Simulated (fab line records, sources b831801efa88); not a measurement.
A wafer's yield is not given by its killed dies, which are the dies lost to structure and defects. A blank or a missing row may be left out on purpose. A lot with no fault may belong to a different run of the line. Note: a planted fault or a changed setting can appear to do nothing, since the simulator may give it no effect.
fab line records | flow gf180mcu | part 1 of 2: steps 1 to 23 of 34
record lots=5 wafers=15 last-day=34
route steps=602 shown POLY_GATE@164 HV_LDD@176
lots untouched by any fault: they come from a run of this same line in which no faults occurred
start-h: hours from the record's opening day to when the first of the lot's shown wafers began | wait-h: time in hours since the lot's previous step | " same as the row above | L1.1+2: a row that stands for several wafers | - either no value or no given start | * or withheld: withheld | < > ~ a bound
route shown NAME@n: names a module that has steps shown in the file, with the first one's number in the route | usual: mean and standard deviation over wafers with no fault | same: alike in all rows | chamber/n: place in a boat | sites: per-site readings | _std_site: the values' standard deviation | _edge_site: mean of outer sites minus mean of inner sites | radius-mm: for every site, how far away it sits from the centre of the wafer | mask NAME#n: copy n | behind: the most recent tool/chamber to have shaped the wafer | hold: cause of the lot's hold/its duration in hours/its outcome | device: which transistor (n, p or np) failed to switch | end of line: the tests these same wafers got at the end of their route | for a step that has no rows: nothing shown but its recipe | killed: at the first sort, the dies lost to defects and structure; wafer yield is something else | map: a wafer's dies, x killed, . not, _ none there
set.NAME: the setting as run; set.NAME@STEP: as run at that earlier step | model.NAME: the simulator's own value behind a step, which no gauge read
a table for each step, a row for each wafer; lots at some steps of the route
services: a tool's chamber out of use, with start hour (start-h, from the record's first day; less than 0 if before it), hours out, and reason
## steps
# step GF_POLY_GATE_EXPOSE_07
# recipe mask-id=Poly2 target-cd-nm=280 na=0.68 source-shape=conventional sigma-outer=0.6 dose-mj=27.66
# usual stage-vel-mm-s=500.02/0.26
# columns lot.wafer tool chamber start-h wait-h mask stage-vel-mm-s
L074.2 krf-scanner-01 0 - - Poly2#0 500.50
L074.3 " 0 " " Poly2#0 500.37
L074.4 " 0 " " Poly2#0 500.31
L085.3 krf-scanner-02 0 - - Poly2#0 500.03
L085.4 " 0 " " Poly2#0 500.00
L085.6 " 0 " " Poly2#0 499.94
L087.2 krf-scanner-01 0 - - Poly2#0 499.74
L087.5 " 0 " " Poly2#0 499.74
L087.6 " 0 " " Poly2#0 499.59
L092.1 krf-scanner-02 0 - - Poly2#0 499.68
L092.4 " 0 " " Poly2#0 500.14
L092.6 " 0 " " Poly2#0 499.72
L097.4 krf-scanner-02 0 - - Poly2#0 499.92
L097.5 " 0 " " Poly2#0 500.09
L097.6 " 0 " " Poly2#0 499.63
# step GF_POLY_GATE_PEB_08
# recipe peb-temp-c=135 peb-time-s=90 resist=KrF
# usual exhaust-pa=44.7/0.91
# columns lot.wafer tool chamber start-h wait-h exhaust-pa
L074.2 litho-track-03 0 - - 45.2
L074.3 " 0 " " 45.6
L074.4 " 0 " " 45.3
L085.3 litho-track-04 0 - - 44.8
L085.4 " 0 " " 44.1
L085.6 " 0 " " 44.6
L087.2 litho-track-03 0 - - 44.8
L087.5 " 0 " " 44.7
L087.6 " 0 " " 43.6
L092.1 litho-track-03 0 - - 45.6
L092.4 " 0 " " 45.9
L092.6 " 0 " " 45.5
L097.4 litho-track-01 0 - - 44.8
L097.5 " 0 " " 46.6
L097.6 " 0 " " 46.1
# step GF_POLY_GATE_DEVELOP_09
# recipe develop-time-s=60 resist=KrF dev-temp-c=21
# usual exhaust-pa=44.8/0.92
# same develop-time-s=60
# columns lot.wafer tool chamber start-h wait-h exhaust-pa
L074.2 litho-track-03 0 199.68 0.2 44.5
L074.3 " 0 " " 43.0
L074.4 " 0 " " 44.2
L085.3 litho-track-04 0 276.16 0.1 45.6
L085.4 " 0 " " 45.8
L085.6 " 0 " " 43.9
L087.2 litho-track-03 0 289.08 0.2 44.2
L087.5 " 0 " " 44.9
L087.6 " 0 " " 45.3
L092.1 litho-track-03 0 322.45 0.2 43.8
L092.4 " 0 " " 43.5
L092.6 " 0 " " 44.0
L097.4 litho-track-01 0 365.91 0.1 42.9
L097.5 " 0 " " 44.3
L097.6 " 0 " " 43.9
# step GF_POLY_GATE_CD_MEAS_10
# recipe target-cd-nm=280
# usual cd-nm=280.1/1.1
# columns lot.wafer tool chamber start-h wait-h cd-nm
L074.2 cd-sem-02 - 199.82 0.1 281.5
L074.3 " - " " 281.8
L074.4 " - " " 281.2
L085.3 cd-sem-01 - 276.30 0.1 282.2
L085.4 " - " " 281.4
L085.6 " - " " 281.5
L087.2 cd-sem-01 - 289.22 0.1 280.2
L087.5 " - " " 279.8
L087.6 " - " " 279.2
L092.1 cd-sem-02 - 322.60 0.1 279.9
L092.4 " - " " 279.5
L092.6 " - " " 278.7
L097.4 cd-sem-01 - 366.10 0.2 278.9
L097.5 " - " " 279.5
L097.6 " - " " 279.4
# step GF_POLY_GATE_OVL_MEAS_11
# usual POLY_GATE_OVL=3/5.7
# columns lot.wafer tool chamber start-h wait-h POLY_GATE_OVL[nm]
L074.2 overlay-02 - 199.93 0.1 4
L074.3 " - " " 10
L074.4 " - " " 7
L085.3 overlay-01 - 276.39 0.1 -6
L085.4 " - " " -13
L085.6 " - " " -6
L087.2 overlay-02 - 289.33 0.1 2
L087.5 " - " " 2
L087.6 " - " " 1
L092.1 overlay-01 - 322.72 0.1 9
L092.4 " - " " 5
L092.6 " - " " 0
L097.4 overlay-01 - 366.18 0.1 6
L097.5 " - " " 12
L097.6 " - " " 6
# step GF_POLY_GATE_ETCH_12
# recipe chemistry=N2/H2 target-depth-a=withheld overetch-a=withheld time-s=withheld target=BARC ion-energy-ev=200 source-w=500 bias-w=100 pressure-mtorr=30 n2-flow-sccm=100 h2-flow-sccm=200
# usual drypump-motor-current-A=5.7/0.38 oes-product-au=0.735/0.0044 throttle-valve-pct=13.215/0.0086
# columns lot.wafer tool chamber start-h wait-h drypump-motor-current-A oes-product-au throttle-valve-pct
L074.2 rie-diel-04 1 199.96 0.0 5.3 0.739 13.214
L074.3 " 0 " " 6.3 0.733 13.209
L074.4 " 3 " " 6.1 0.734 13.212
L085.3 rie-diel-04 1 276.41 0.0 5.4 0.739 13.204
L085.4 " 0 " " 6.3 0.727 13.216
L085.6 " 3 " " 6.1 0.731 13.212
L087.2 rie-diel-04 1 289.36 0.0 5.3 0.736 13.227
L087.5 " 2 " " 5.7 0.733 13.220
L087.6 " 1 " " 5.3 0.732 13.217
L092.1 rie-diel-04 2 322.76 0.0 5.7 0.738 13.218
L092.4 " 3 " " 6.1 0.736 13.212
L092.6 " 2 " " 5.7 0.738 13.203
L097.4 rie-diel-04 1 366.20 0.0 5.3 0.728 13.209
L097.5 " 3 " " 6.1 0.734 13.211
L097.6 " 2 " " 5.7 0.734 13.216
# step GF_POLY_GATE_ETCH_13
# recipe target=poly-Si target-depth-nm=198.5 stop-on=SiO2 over-etch-frac=0.403 chemistry=HBr/Cl2 icp-w=400 bias-w=100 pressure-mtorr=10 HBr_flow_sccm=150 Cl2_flow_sccm=50 time-s=69.6
# usual drypump-motor-current-A=5.5/0.45 oes-product-au=0.996/0.0087 throttle-valve-pct=33.685/0.0088
# columns lot.wafer tool chamber start-h wait-h drypump-motor-current-A oes-product-au rf-hours-counter-h throttle-valve-pct
L074.2 rie-si-02 1 200.01 - 6.0 1.008 1 33.677
L074.3 " 3 " " 5.8 0.987 3 33.700
L074.4 " 0 " " 4.7 0.992 - 33.682
L085.3 rie-si-02 3 276.46 - 5.9 0.981 3 33.681
L085.4 " 1 " " 6.0 0.992 2 33.687
L085.6 " 2 " " 5.6 0.998 - 33.695
L087.2 rie-si-01 3 289.41 - 5.0 0.991 15 33.685
L087.5 " 3 " " 5.0 0.997 - 33.684
L087.6 " 2 " " 5.4 0.999 - 33.686
L092.1 rie-si-02 3 322.81 - 5.8 0.980 4 33.692
L092.4 " 2 " " 5.6 0.987 1 33.695
L092.6 " 2 " " 5.6 0.997 - 33.667
L097.4 rie-si-02 0 366.25 - 4.7 1.003 37 33.669
L097.5 " 2 " " 5.6 0.995 - 33.696
L097.6 " 1 " " 6.0 0.987 - 33.685
# step GF_POLY_GATE_STRIP_14
# recipe chemistry=O2/N2 power-w=1400 pressure-mtorr=1500 platen-temp-c=250 o2-flow-sccm=3000 n2-flow-sccm=300 overash-fraction=0.5
# usual drypump-motor-current-A=6.2/0.36 heater-power-w=347/42 oes-product-au=0.505/0.0043
# columns lot.wafer tool chamber start-h wait-h drypump-motor-current-A heater-power-w oes-product-au rf-hours-counter-h
L074.2 plasma-asher-02 1 200.06 0.0 5.4 346 0.501 9
L074.3 " 0 " " 6.8 329 0.505 -
L074.4 " 1 " " 5.4 353 0.508 -
L085.3 plasma-asher-02 1 276.55 0.1 5.4 336 0.510 -
L085.4 " 0 " " 6.8 324 0.505 -
L085.6 " 1 " " 5.4 345 0.504 -
L087.2 plasma-asher-04 0 289.46 0.0 6.1 346 0.512 64
L087.5 " 0 " " 6.1 341 0.506 -
L087.6 " 1 " " 6.1 390 0.509 -
L092.1 plasma-asher-04 1 322.86 0.0 6.1 395 0.505 67
L092.4 " 0 " " 6.1 338 0.503 -
L092.6 " 1 " " 6.1 386 0.503 -
L097.4 plasma-asher-04 1 366.34 0.1 6.1 391 0.510 -
L097.5 " 0 " " 6.1 338 0.501 -
L097.6 " 1 " " 6.1 393 0.505 -
# step GF_POLY_GATE_CLEAN_15
# recipe chemistry=SC1/SC2 mix=1:4:20 temp-c=70 time-s=150 dry=n2-spin
# columns lot.wafer tool chamber start-h wait-h
L074.2+3+4 wet-bench-03 1 200.16 0.1
L085.3+4+6 wet-bench-03 3 276.62 0.0
L087.2+5+6 wet-bench-04 0 289.56 0.1
L092.1+4+6 wet-bench-03 2 322.96 0.1
L097.4+5+6 wet-bench-04 0 366.40 0.0
# step GF_POLY_GATE_OXIDATION_16
# recipe temp-c=850 ambient=O2 stabilise-s=600 purge-s=300 target-thk-a=40 ox-time-s=899
# usual ox-temp-c=850.1/0.4 tube_center_temp_C_max=852.2/0.41
# columns lot.wafer tool chamber start-h wait-h ox-temp-c tube_center_temp_C_max
L074.2 furnace-02 0 201.35 1.1 849.7 851.7
L074.3 " 0 " " 849.9 852.7
L074.4 " 0 " " 849.1 851.8
L085.3 furnace-01 0 276.67 0.0 849.7 852.0
L085.4 " 0 " " 850.2 852.5
L085.6 " 0 " " 850.0 851.8
L087.2 furnace-01 0 289.61 0.0 850.3 852.6
L087.5 " 0 " " 850.6 852.4
L087.6 " 0 " " 850.3 852.2
L092.1 furnace-01 0 324.33 1.3 850.1 852.6
L092.4 " 0 " " 849.9 853.3
L092.6 " 0 " " 849.9 853.0
L097.4 furnace-01 0 366.66 0.2 850.1 852.9
L097.5 " 0 " " 850.2 852.2
L097.6 " 0 " " 849.9 852.9
# step GF_POLY_GATE_THK_MEAS_17
# recipe reads=SiO2_of_POLY_GATE_OXIDATION_16
# usual POLY_GATE_OXIDATION_THK=3.99/0.08
# columns lot.wafer tool chamber start-h wait-h POLY_GATE_OXIDATION_THK[nm]
L074.2 film-metro-03 - 202.61 0.0 4.14
L074.3 " - " " 4.17
L074.4 " - " " 4.13
L085.3 film-metro-01 - 277.94 0.0 3.99
L085.4 " - " " 4.04
L085.6 " - " " 4.13
L087.2 film-metro-04 - 290.87 0.0 3.98
L087.5 " - " " 4.02
L087.6 " - " " 3.90
L092.1 film-metro-01 - 325.58 0.0 4.00
L092.4 " - " " 4.07
L092.6 " - " " 4.03
L097.4 film-metro-03 - 367.94 0.0 4.06
L097.5 " - " " 4.08
L097.6 " - " " 4.01
# step GF_POLY_GATE_CD_MEAS_18
# usual cd-nm=279.9/1.5
# columns lot.wafer tool chamber start-h wait-h cd-nm
L074.2 cd-sem-02 - 202.69 0.1 282.4
L074.3 " - " " 280.3
L074.4 " - " " 281.9
L085.3 cd-sem-02 - 278.04 0.1 282.2
L085.4 " - " " 281.7
L085.6 " - " " 282.2
L087.2 cd-sem-01 - 290.95 0.1 281.5
L087.5 " - " " 279.9
L087.6 " - " " 279.9
L092.1 cd-sem-02 - 325.64 0.1 279.2
L092.4 " - " " 277.3
L092.6 " - " " 277.3
L097.4 cd-sem-02 - 368.06 0.1 279.2
L097.5 " - " " 278.0
L097.6 " - " " 278.4
# step GF_HV_LDD_DEHYDRATE_00
# recipe temp-c=200 time-s=60
# usual exhaust-pa=44.9/0.91
# columns lot.wafer tool chamber start-h wait-h exhaust-pa
L074.2 litho-track-01 0 210.62 7.9 45.5
L074.3 " 0 " " 47.0
L074.4 " 0 " " 45.9
L085.3 litho-track-01 0 287.29 9.2 43.0
L085.4 " 0 " " 44.7
L085.6 " 0 " " 44.4
L087.2 litho-track-01 0 300.07 9.1 44.0
L087.5 " 0 " " 44.3
L087.6 " 0 " " 45.4
L092.1 litho-track-01 0 335.14 9.5 43.9
L092.4 " 0 " " 45.1
L092.6 " 0 " " 45.1
L097.4 litho-track-01 0 378.01 9.9 44.9
L097.5 " 0 " " 44.7
L097.6 " 0 " " 44.8
# step GF_HV_LDD_HMDS_01
# recipe prime-time-s=60 prime-temp-c=120
# usual exhaust-pa=44.8/0.88
# columns lot.wafer tool chamber start-h wait-h exhaust-pa
L074.2 litho-track-01 0 210.77 0.1 46.1
L074.3 " 0 " " 45.6
L074.4 " 0 " " 43.7
L085.3 litho-track-01 0 287.44 0.1 43.6
L085.4 " 0 " " 44.7
L085.6 " 0 " " 43.6
L087.2 litho-track-01 0 300.22 0.1 45.2
L087.5 " 0 " " 45.1
L087.6 " 0 " " 45.5
L092.1 litho-track-01 0 335.29 0.1 43.1
L092.4 " 0 " " 43.4
L092.6 " 0 " " 44.0
L097.4 litho-track-01 0 378.16 0.1 44.7
L097.5 " 0 " " 44.4
L097.6 " 0 " " 44.8
# step GF_HV_LDD_COAT_02
# recipe resist=NOVOLAK spin-rpm=3000 resist-thk-nm=1000
# usual dispense-pressure-kPa=50.1/2.8 exhaust-pa=44.8/0.84
# columns lot.wafer tool chamber start-h wait-h dispense-pressure-kPa exhaust-pa
L074.2 litho-track-01 0 210.92 0.1 52.1 43.9
L074.3 " 0 " " 52.1 43.6
L074.4 " 0 " " 52.2 45.0
L085.3 litho-track-01 0 287.59 0.1 52.2 44.8
L085.4 " 0 " " 52.1 45.3
L085.6 " 0 " " 52.1 44.6
L087.2 litho-track-01 0 300.37 0.1 52.1 44.8
L087.5 " 0 " " 52.1 45.0
L087.6 " 0 " " 52.1 45.0
L092.1 litho-track-01 0 335.44 0.1 52.1 45.0
L092.4 " 0 " " 52.1 44.5
L092.6 " 0 " " 52.1 44.8
L097.4 litho-track-01 0 378.31 0.1 52.1 46.2
L097.5 " 0 " " 52.1 45.1
L097.6 " 0 " " 52.1 46.2
# step GF_HV_LDD_SOFTBAKE_03
# recipe temp-c=90 time-s=60 resist=NOVOLAK
# usual exhaust-pa=45.1/0.88
# columns lot.wafer tool chamber start-h wait-h exhaust-pa
L074.2 litho-track-01 0 211.07 0.1 46.1
L074.3 " 0 " " 45.9
L074.4 " 0 " " 46.7
L085.3 litho-track-01 0 287.74 0.1 44.9
L085.4 " 0 " " 46.2
L085.6 " 0 " " 45.4
L087.2 litho-track-01 0 300.52 0.1 43.5
L087.5 " 0 " " 43.5
L087.6 " 0 " " 45.5
L092.1 litho-track-01 0 335.59 0.1 43.6
L092.4 " 0 " " 44.2
L092.6 " 0 " " 43.1
L097.4 litho-track-01 0 378.46 0.1 45.8
L097.5 " 0 " " 45.5
L097.6 " 0 " " 46.7
# step GF_HV_LDD_EXPOSE_04
# recipe mask-id=Nplus_LV_AREA target-cd-nm=400 na=0.6 source-shape=conventional sigma-outer=0.6 dose-mj=140
# usual stage-vel-mm-s=499.99/0.27
# columns lot.wafer tool chamber start-h wait-h mask stage-vel-mm-s
L074.2 iline-stepper-01 0 - - Nplus_LV_AREA#0 499.97
L074.3 " 0 " " Nplus_LV_AREA#0 500.27
L074.4 " 0 " " Nplus_LV_AREA#0 500.03
L085.3 iline-stepper-02 0 - - Nplus_LV_AREA#0 500.12
L085.4 " 0 " " Nplus_LV_AREA#0 499.86
L085.6 " 0 " " Nplus_LV_AREA#0 499.89
L087.2 iline-stepper-02 0 - - Nplus_LV_AREA#0 499.97
L087.5 " 0 " " Nplus_LV_AREA#0 500.23
L087.6 " 0 " " Nplus_LV_AREA#0 500.05
L092.1 iline-stepper-01 0 - - Nplus_LV_AREA#0 499.71
L092.4 " 0 " " Nplus_LV_AREA#0 499.69
L092.6 " 0 " " Nplus_LV_AREA#0 499.83
L097.4 iline-stepper-02 0 - - Nplus_LV_AREA#0 500.14
L097.5 " 0 " " Nplus_LV_AREA#0 499.46
L097.6 " 0 " " Nplus_LV_AREA#0 499.69
# step GF_HV_LDD_PEB_05
# recipe temp-c=withheld time-s=* resist=NOVOLAK
# usual exhaust-pa=45.0/0.85
# columns lot.wafer tool chamber start-h wait-h exhaust-pa
L074.2 litho-track-03 0 - - 45.0
L074.3 " 0 " " 44.8
L074.4 " 0 " " 44.2
L085.3 litho-track-02 0 - - 46.4
L085.4 " 0 " " 44.0
L085.6 " 0 " " 45.3
L087.2 litho-track-01 0 - - 45.8
L087.5 " 0 " " 44.5
L087.6 " 0 " " 45.0
L092.1 litho-track-01 0 - - 44.6
L092.4 " 0 " " 45.3
L092.6 " 0 " " 46.6
L097.4 litho-track-03 0 - - 44.6
L097.5 " 0 " " 44.2
L097.6 " 0 " " 44.7
# step GF_HV_LDD_DEVELOP_06
# recipe develop-time-s=60 dev-temp-c=23
# usual exhaust-pa=45.2/0.99
# same develop-time-s=60
# columns lot.wafer tool chamber start-h wait-h exhaust-pa
L074.2 litho-track-03 0 219.93 0.1 46.3
L074.3 " 0 " " 44.2
L074.4 " 0 " " 44.9
L085.3 litho-track-02 0 297.77 0.1 44.9
L085.4 " 0 " " 44.6
L085.6 " 0 " " 45.5
L087.2 litho-track-01 0 310.36 0.1 45.8
L087.5 " 0 " " 46.1
L087.6 " 0 " " 47.9
L092.1 litho-track-01 0 346.19 0.1 46.6
L092.4 " 0 " " 44.9
L092.6 " 0 " " 45.6
L097.4 litho-track-03 0 389.87 0.1 45.7
L097.5 " 0 " " 44.6
L097.6 " 0 " " 45.8
# step GF_HV_LDD_CD_MEAS_07
# recipe target-cd-nm=400
# usual cd-nm=400.4/2.1
# columns lot.wafer tool chamber start-h wait-h cd-nm
L074.2 cd-sem-01 - 220.07 0.1 402.2
L074.3 " - " " 400.7
L074.4 " - " " 402.9
L085.3 cd-sem-01 - 298.14 0.3 397.7
L085.4 " - " " 399.0
L085.6 " - " " 398.8
L087.2 cd-sem-02 - 310.51 0.1 400.1
L087.5 " - " " 399.6
L087.6 " - " " 400.2
L092.1 cd-sem-01 - 346.34 0.1 398.8
L092.4 " - " " 400.2
L092.6 " - " " 399.6
L097.4 cd-sem-01 - 390.01 0.1 403.8
L097.5 " - " " 403.2
L097.6 " - " " 404.1
# step GF_HV_LDD_OVL_MEAS_08
# usual HV_LDD_OVL=0.3/1.6
# columns lot.wafer tool chamber start-h wait-h HV_LDD_OVL[nm]
L074.2 overlay-02 - 220.18 0.1 -0.2
L074.3 " - " " -0.8
L074.4 " - " " 0.2
L085.3 overlay-02 - 298.23 0.1 2.1
L085.4 " - " " 1.1
L085.6 " - " " 1.0
L087.2 overlay-01 - 310.62 0.1 -1.9
L087.5 " - " " -2.1
L087.6 " - " " -0.6
L092.1 overlay-02 - 346.46 0.1 3.8
L092.4 " - " " 3.8
L092.6 " - " " 3.7
L097.4 overlay-02 - 390.09 0.1 0.8
L097.5 " - " " 0.7
L097.6 " - " " 0.6
# step GF_HV_LDD_IMPLANT_09
# recipe species=As energy-kev=40 dose-cm2=1e+14 tilt-deg=7
# usual dose-ions-cm2=1.0001e+14/1.2e+11
# columns lot.wafer tool chamber start-h wait-h dose-ions-cm2
L074.2 implanter-04 0 220.23 0.0 9.99e+13
L074.3 " 0 " " 1.0015e+14
L074.4 " 0 " " 1.0008e+14
L085.3 implanter-04 0 298.30 0.1 9.991e+13
L085.4 " 0 " " 1e+14
L085.6 " 0 " " 1.0002e+14
L087.2 implanter-04 0 310.67 0.0 1.0011e+14
L087.5 " 0 " " 1.0005e+14
L087.6 " 0 " " 1.0009e+14
L092.1 implanter-01 0 346.50 0.0 9.983e+13
L092.4 " 0 " " 1.0016e+14
L092.6 " 0 " " 1.001e+14
L097.4 implanter-04 0 390.18 0.1 1.0011e+14
L097.5 " 0 " " 1.0017e+14
L097.6 " 0 " " 1.0016e+14
# step GF_HV_LDD_STRIP_10
# recipe chemistry=O2/N2 power-w=1400 pressure-mtorr=1500 platen-temp-c=250 o2-flow-sccm=3000 n2-flow-sccm=300 overash-fraction=0.5
# usual drypump-motor-current-A=6.1/0.63 heater-power-w=329/47 oes-product-au=0.716/0.0045 strip-time-to-endpoint-s=12.62/0.033
# columns lot.wafer tool chamber start-h wait-h drypump-motor-current-A heater-power-w oes-product-au rf-hours-counter-h strip-time-to-endpoint-s
L074.2 plasma-asher-02 0 220.36 0.1 6.7 328 0.725 12 12.55
L074.3 " 1 " " 5.4 339 0.709 - 12.59
L074.4 " 0 " " 6.7 333 0.712 - 12.54
L085.3 plasma-asher-01 0 298.44 0.1 6.3 391 0.721 - 12.66
L085.4 " 1 " " 6.6 261 0.716 - 12.59
L085.6 " 1 " " 6.6 262 0.717 - 12.62
L087.2 plasma-asher-01 1 310.80 0.1 6.6 267 0.725 47 12.58
L087.5 " 1 " " 6.6 271 0.715 - 12.64
L087.6 " 0 " " 6.2 374 0.717 - 12.64
L092.1 plasma-asher-01 1 346.65 0.1 6.6 271 0.709 51 12.64
L092.4 " 1 " " 6.6 271 0.716 - 12.60
L092.6 " 0 " " 6.3 384 0.716 - 12.65
L097.4 plasma-asher-03 1 390.29 0.1 4.6 360 0.712 - 12.61
L097.5 " 1 " " 4.6 363 0.717 - 12.62
L097.6 " 0 " " 5.2 277 0.707 - 12.60
